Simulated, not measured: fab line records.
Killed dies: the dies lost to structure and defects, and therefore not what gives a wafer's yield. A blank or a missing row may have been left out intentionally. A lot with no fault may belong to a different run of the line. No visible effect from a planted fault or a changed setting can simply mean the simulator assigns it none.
Problem report in the 8D (eight disciplines) form, filled by code | flow sky130 | the parts of the form that need people (team, actions taken, sign-off) are left out

## 1. WHAT IS WRONG
At SKY_CONTACT_STRIP_19, strip time to endpoint s averages 4.52 s over 6 wafers from 2 lots, while fault-free wafers read 3.62 s, standard deviation 0.036. That puts it +25 standard deviations away from the usual mean.
The step: strips in O2/N2.
First seen on wafer L722.2, day 37 05:20, on plasma asher-03. Wafers with a number at this step in the record: 33, from 11 lots. The rule behind "out" and "out of limits": a value lying over 4 standard deviations away from the usual mean. The rest of the wafers with a number are treated as sound.

## 2. WHAT IT IS AND WHAT IT IS NOT
question                    | is                                       | is not
which readings at this step | strip time to endpoint s, oes product au | drypump motor current A
which lots                  | L722, L725                               | L707, L709, L713, L714, L715, L723, L726, L728, L730
which wafers of those lots  | all that have a number                   | -
read on which tools         | plasma asher-03, plasma asher-04         | plasma asher-01
when                        | from day 37 05:20                        | up to then (18 sound wafers); but 9 sound wafers of L726, L728, L730 came after

## 3. SUSPECTS, AND WHAT RULES EACH OUT
Counting: a tool stays on the suspect list if, at a process step up to the reading, it processed all lots that are out and no sound lot following the first of them.
- rie diel-01 at SKY_CONTACT_ETCH_18 (etches Si3N4 in CHF3/O2, stops on TiN, time 39 s, target depth 75 nm): ruled out as a lasting fault. Following L722 (day 37 05:00), the first lot on it that is out, the sound lots L726, L730 were run on it.
Left after counting: nothing in the record.

## 4. THE CAUSE (what the simulator had put in)
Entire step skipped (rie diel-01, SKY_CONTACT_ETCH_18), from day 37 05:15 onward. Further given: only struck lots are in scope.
The count ruled it out by mistake, since the rule takes a fault to strike every lot its tool runs from the start of the fault on, and this one did not do so.

## 5. SEQUENCE OF EFFECTS, ordered by route
Each row: a reading whose mean over the struck wafers that have a number lies more than 3 standard deviations from the usual. Scope: only readings with a usual standard deviation given in the record; hours: median across lots of the time from each lot's start at the first step in this table that gives one to its start at this step; sigmas: change in usual standard deviations.
hours | step                  | reading                  | usual      | on struck wafers | change | sigmas
0     | SKY_CONTACT_STRIP_19  | oes product au           | 0.381 a.u. | 0.415            | +0.034 | +6.4
0     | SKY_CONTACT_STRIP_19  | strip time to endpoint s | 3.62 s     | 4.52             | +0.90  | +25
304   | SKY_PAD_OPEN_PROBE_99 | killed at contacts       | 23         | 430              | +407   | +73
304   | SKY_PAD_OPEN_PROBE_99 | killed dies              | 85         | 492              | +407   | +44
304   | SKY_PAD_OPEN_PROBE_99 | killed on rim            | 17         | 96               | +79    | +22
The process steps in it:
- SKY_CONTACT_STRIP_19: strips in O2/N2.
- SKY_PAD_OPEN_PROBE_99
Readings that are blank on the struck wafers while sound wafers have them: O2_flow_sccm at SKY_CONTACT_ETCH_18; bias w at SKY_CONTACT_ETCH_18; drypump motor current A at SKY_CONTACT_ETCH_18; oes product au at SKY_CONTACT_ETCH_18; throttle valve pct at SKY_CONTACT_ETCH_18.

## 6. WHAT WOULD HAVE CAUGHT IT SOONER
In this record no reading fell out of limits until day 37 05:20, 0 hours after the fault had begun at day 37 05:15.
At SKY_CONTACT_ETCH_18 the tool's readings are blank on the struck wafers, where sound wafers have them: an empty tool record is the first sign, and it was there at once.
